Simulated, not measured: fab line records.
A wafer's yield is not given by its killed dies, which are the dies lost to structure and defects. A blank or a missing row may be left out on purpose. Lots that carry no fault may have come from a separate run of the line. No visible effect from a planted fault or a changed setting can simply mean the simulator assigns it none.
A lot that was struck, set against a sound lot :: flow sky130 :: 31 out of 708 route steps
Sound: wafers L919.1, L919.2, L919.5. Wafers L913.2, L913.5, L913.6 were the ones struck. The cause is given at the end.
For every step that has rows: the tool of each side, followed by ch and its chambers, followed by its first start. Under that, the readings that differ: sound wafers :: struck wafers :: difference of the means :: sigmas: that difference in standard deviations of wafers without a fault.
alike: a reading whose means differ by less than 2 such deviations, as well as words and numbers matching on both sides. not compared: withheld readings; readings where some wafer has no value; bounds like >300 that might hide an equal value; numbers whose values overlap and for which the record gives no deviation.
The two part at a step that has a row with sigmas, a row that says differs or no value, or rows on one side only. Numbers that don't overlap but have no deviation are shown without sigmas and don't part them. A reading that every wafer of one side lacks parts them only if that side has two wafers or more.

first, 1 step without rows for these wafers: SKY_PWDE_IMPLANT_08.
SKY_PWDE_STRIP_09: strips in O2/N2.
  sound on plasma asher-01 ch 0,1, day 8 15:03; struck on plasma asher-03 ch 0,1, day 7 11:33
reading: strip time to endpoint s (s)
sound: 36.74 36.79 36.75
struck: 37.00 37.11 37.05
difference: +0.29
sigmas: +3
  alike: drypump motor current A, o2 flow sccm, oes product au
  not compared: rf hours counter h
SKY_PWDE_TW_MEAS_10:
  sound: film metro-02 at day 8 15:09; struck: film metro-02 at day 7 11:40
  alike: PWDE_TW
then, 7 steps without rows for these wafers: SKY_NWELL_DEHYDRATE_03 (time 60 s); SKY_NWELL_HMDS_04 (prime time 60 s); SKY_NWELL_COAT_05 (resist thk 3000 nm); SKY_NWELL_SOFTBAKE_06; SKY_NWELL_EXPOSE_07 (exposes mask NWM, target cd 840 nm); SKY_NWELL_PEB_08; SKY_NWELL_DEVELOP_09 (develop time 60 s).
SKY_NWELL_OVL_MEAS_10:
  sound: overlay-02 at day 9 12:29; struck: overlay-01 at day 8 08:01
reading: NWELL_00_OVL (nm)
sound: 5.5 4.9 4.2
struck: 0.8 -0.1 -1.1
difference: -5.0
sigmas: -3
following that, these wafers have no rows for 1 step: SKY_NWELL_IMPLANT_11.
SKY_NWELL_IMPLANT_12:
  sound on implanter-04 ch 0, day 9 12:40; struck on implanter-04 ch 0, day 8 08:33
  alike: dose ions cm2
following that, these wafers have no rows for 1 step: SKY_NWELL_IMPLANT_13.
SKY_NWELL_STRIP_14: strips in O2/N2.
  sound on plasma asher-04 ch 0,1, day 9 12:58; struck on plasma asher-02 ch 0,1, day 8 08:49
  alike: drypump motor current A, o2 flow sccm, oes product au, strip time to endpoint s
  not compared: rf hours counter h
SKY_NWELL_TW_MEAS_15:
  sound: film metro-03 at day 9 13:04; struck: film metro-01 at day 8 08:56
reading: NWELL_TW
sound: 1810 1817 1809
struck: 1843 1833 1822
difference: +21
sigmas: +2
then, 7 steps without rows for these wafers: SKY_NWELL_DEHYDRATE_16 (time 60 s); SKY_NWELL_HMDS_17 (prime time 60 s); SKY_NWELL_COAT_18 (resist thk 3000 nm); SKY_NWELL_SOFTBAKE_19; SKY_NWELL_EXPOSE_20 (exposes mask NWM COMPLEMENT, target cd 840 nm); SKY_NWELL_PEB_21; SKY_NWELL_DEVELOP_22 (develop time 60 s).
SKY_NWELL_OVL_MEAS_23:
  sound: overlay-02 at day 10 10:41; struck: overlay-01 at day 9 03:07
  alike: NWELL_01_OVL
following that, these wafers have no rows for 1 step: SKY_NWELL_IMPLANT_24.
SKY_NWELL_STRIP_25: strips in O2/N2.
  sound on plasma asher-02 ch 0,1, day 10 10:52; struck on plasma asher-04 ch 0,1, day 9 03:18
  alike: drypump motor current A, o2 flow sccm, oes product au, strip time to endpoint s
  not compared: rf hours counter h
SKY_NWELL_TW_MEAS_26:
  sound: film metro-02 at day 10 10:58; struck: film metro-02 at day 9 03:25
  alike: NWELL_2_TW
then, 1 step without rows for these wafers: SKY_NWELL_CLEAN_27 (cleans in SC1/SC2, time 150 s).
SKY_NWELL_RTA_28: time 30 s.
  sound on rtp anneal-01 ch 0, day 10 11:04; struck on rtp anneal-02 ch 0, day 9 03:32
  alike: lamp power pct, ramp down c per s, wafer_temp_C_max
SKY_NWELL_RS_MEAS_29: a four-point-probe measurement.
  sound: film metro-01 at day 10 11:10; struck: film metro-01 at day 9 03:38
reading: NWELL_RS (ohm/sq)
sound: 623.7 623.4 622.4
struck: 595.7 594.2 594.6
difference: -28.3
sigmas: -18
-- the record jumps here: 40 days lie between the struck wafers' starts before and after (it left off in module NWELL and takes up again in module PAD_OPEN, whose first step shown is number 708 of the route) --
SKY_PAD_OPEN_PROBE_99:
  sound: prober-02 at day 50 18:37; struck: prober-02 at day 49 15:30
reading: model.etest.nfet_16v.r on ohm um
sound: 1.438e+04 1.426e+04 1.448e+04
struck: 1.357e+04 1.357e+04 1.343e+04
difference: -8.500e+02
sigmas: 

reading: model.etest.pfet_16v.r on ohm um
sound: 1.565e+04 1.507e+04 1.541e+04
struck: 1.581e+04 1.669e+04 1.59e+04
difference: +7.567e+02
sigmas: 

reading: model.etest.pfet g5v0d10v5.r on ohm um
sound: 5039 4928 4978
struck: 5449 5436 5427
difference: +456
sigmas: 

reading: model.etest.tip p.rs ohm sq
sound: 6835 6886 6843
struck: 7231 7235 7288
difference: +397
sigmas: 

reading: model.etest.tip_p_5v.rs ohm sq
sound: 2905 2901 2927
struck: 3116 3105 3106
difference: +198
sigmas: 

reading: model.etest.pfet_01v8.r on ohm um
sound: 2899 2839 2891
struck: 3181 3091 3122
difference: +255
sigmas: 

reading: model.etest.pfet g5v0d10v5.drive ua um
sound: 318.4 324.5 317.8
struck: 280.1 281.8 286.5
difference: -37.4
sigmas: 

reading: model.etest.pfet_01v8_lvt.drive ua um
sound: 169 171.6 169.4
struck: 142.2 145 143.4
difference: -26.5
sigmas: 
  alike: killed_at_M0_to_M3, killed_at_M4_up, killed at contacts, killed at front end, killed at other, killed dies, killed open, killed short

WHERE THEY PART
Last at SKY_NWELL_RS_MEAS_29 as far as this record goes, first at SKY_PWDE_STRIP_09. Later steps at which nothing parts them and some readings are alike: SKY_PAD_OPEN_PROBE_99.

WHY: what had been put in by the simulator
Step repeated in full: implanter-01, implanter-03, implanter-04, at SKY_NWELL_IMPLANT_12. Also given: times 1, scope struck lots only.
